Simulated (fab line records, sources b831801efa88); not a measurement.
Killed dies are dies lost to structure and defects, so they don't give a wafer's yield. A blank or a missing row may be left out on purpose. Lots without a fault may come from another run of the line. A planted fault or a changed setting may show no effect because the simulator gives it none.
Tool commonality check | flow gf180mcu | 13 lots, 39 wafers sampled

WHY IT WAS OPENED
At GF_NWELL_TW_MEAS_11 the reading NWELL_TW is flagged on 2 of 13 lots. Wafers without a fault read 1559, standard deviation 7.1.
Rule: a lot is flagged when every wafer of it that has a number lies more than 4 standard deviations from that mean, or none has a number. The other lots count as sound.

lot  | measured    | on            | NWELL_TW, wafer by wafer | flag
L949 | day 3 07:02 | film_metro-01 | 1566 1567 1568           |
L950 | day 3 14:11 | film_metro-04 | 1559 1559 1557           |
L951 | day 3 19:15 | film_metro-01 | 1562 1565 1567           |
L952 | day 3 23:47 | film_metro-02 | 1554 1562 1553           |
L953 | day 4 05:35 | film_metro-02 | 1558 1563 1561           |
L954 | day 4 09:26 | film_metro-02 | 1568 1566 1570           |
L955 | day 4 16:38 | film_metro-01 | 1558 1561 1556           |
L956 | day 4 21:44 | film_metro-01 | 1561 1561 1572           |
L957 | day 5 02:02 | film_metro-01 | 1565 1559 1557           |
L958 | day 5 08:22 | film_metro-01 | 1913 1906 1904           | FLAGGED
L964 | day 6 19:31 | film_metro-04 | 1552 1547 1552           |
L969 | day 7 21:25 | film_metro-02 | 1905 1917 1918           | FLAGGED
L971 | day 8 08:17 | film_metro-01 | 1563 1560 1554           |
The numbers of the flagged lots are 1910 on average: +352 against the usual, or +50 standard deviations.

WHICH TOOL RAN EACH LOT
The record holds 2 process steps before the reading, out of a route of 602 steps. In each cell: the tool, then ch and the chambers that the sampled wafers went through, then the start.
lot  | flag    | GF_STI_ETCH_13                    | GF_NWELL_IMPLANT_08
L949 |         | rie_diel-01 ch 1,3, day 2 01:35   | implanter-04 ch 0, day 3 06:38
L950 |         | rie_diel-02 ch 1,2, day 2 07:52   | implanter-04 ch 0, day 3 13:48
L951 |         | rie_diel-01 ch 0,3, day 2 12:56   | implanter-01 ch 0, day 3 18:53
L952 |         | rie_diel-03 ch 0,1,2, day 2 16:04 | implanter-02 ch 0, day 3 23:23
L953 |         | rie_diel-02 ch 0,1,2, day 2 22:34 | implanter-04 ch 0, day 4 05:12
L954 |         | rie_diel-01 ch 1,3, day 3 02:43   | implanter-02 ch 0, day 4 09:02
L955 |         | rie_diel-02 ch 0,1,2, day 3 08:58 | implanter-02 ch 0, day 4 16:14
L956 |         | rie_diel-01 ch 1,2,3, day 3 14:13 | implanter-01 ch 0, day 4 21:20
L957 |         | rie_diel-02 ch 1,2, day 3 18:13   | implanter-04 ch 0, day 5 01:38
L958 | FLAGGED | rie_diel-02 ch 1,3, day 4 00:01   | implanter-01 ch 0, day 5 07:40
L964 |         | rie_diel-03 ch 0,3, day 5 07:10   | implanter-04 ch 0, day 6 19:10
L969 | FLAGGED | rie_diel-02 ch 2,3, day 6 09:25   | implanter-01 ch 0, day 7 20:43
L971 |         | rie_diel-02 ch 0,1,3, day 6 18:55 | implanter-04 ch 0, day 8 07:53
What these steps do:
- GF_STI_ETCH_13: etches the open film in CHF3/O2, stops on Si, target depth 282.31 nm, time 112.9 s.
- GF_NWELL_IMPLANT_08
- GF_NWELL_TW_MEAS_11

FLAGGED OVER TOTAL, TOOL BY TOOL (the gauges that took the reading come last)
step                | tool          | lots run | flagged | share of the flagged lots | sound lots run after its first flagged lot
GF_STI_ETCH_13      | rie_diel-01   | 4        | 0       | none                      | -
GF_STI_ETCH_13      | rie_diel-02   | 7        | 2       | all                       | 1 (L971)
GF_STI_ETCH_13      | rie_diel-03   | 2        | 0       | none                      | -
GF_NWELL_IMPLANT_08 | implanter-01  | 4        | 2       | all                       | 0
GF_NWELL_IMPLANT_08 | implanter-02  | 3        | 0       | none                      | -
GF_NWELL_IMPLANT_08 | implanter-04  | 6        | 0       | none                      | -
GF_NWELL_TW_MEAS_11 | film_metro-01 | 7        | 1       | some                      | 1 (L971)
GF_NWELL_TW_MEAS_11 | film_metro-02 | 4        | 1       | some                      | 0
GF_NWELL_TW_MEAS_11 | film_metro-04 | 2        | 0       | none                      | -

WHAT THE TABLE ALLOWS
2 rows of the table ran every flagged lot: rie_diel-02 at GF_STI_ETCH_13, implanter-01 at GF_NWELL_IMPLANT_08.
- rie_diel-02 at GF_STI_ETCH_13: 2 of its 7 lots flagged. Sound lots ran on it after the first flagged one (L971), which a lasting fault on the whole tool wouldn't allow.
- implanter-01 at GF_NWELL_IMPLANT_08: 2 of its 4 lots flagged. Its last sound lot is L956 (day 4 21:20), its first flagged lot L958 (day 5 07:40): a fault that began between those two fits.
One tool is left: implanter-01 at GF_NWELL_IMPLANT_08.

WHAT THE SIMULATOR HAD PUT IN
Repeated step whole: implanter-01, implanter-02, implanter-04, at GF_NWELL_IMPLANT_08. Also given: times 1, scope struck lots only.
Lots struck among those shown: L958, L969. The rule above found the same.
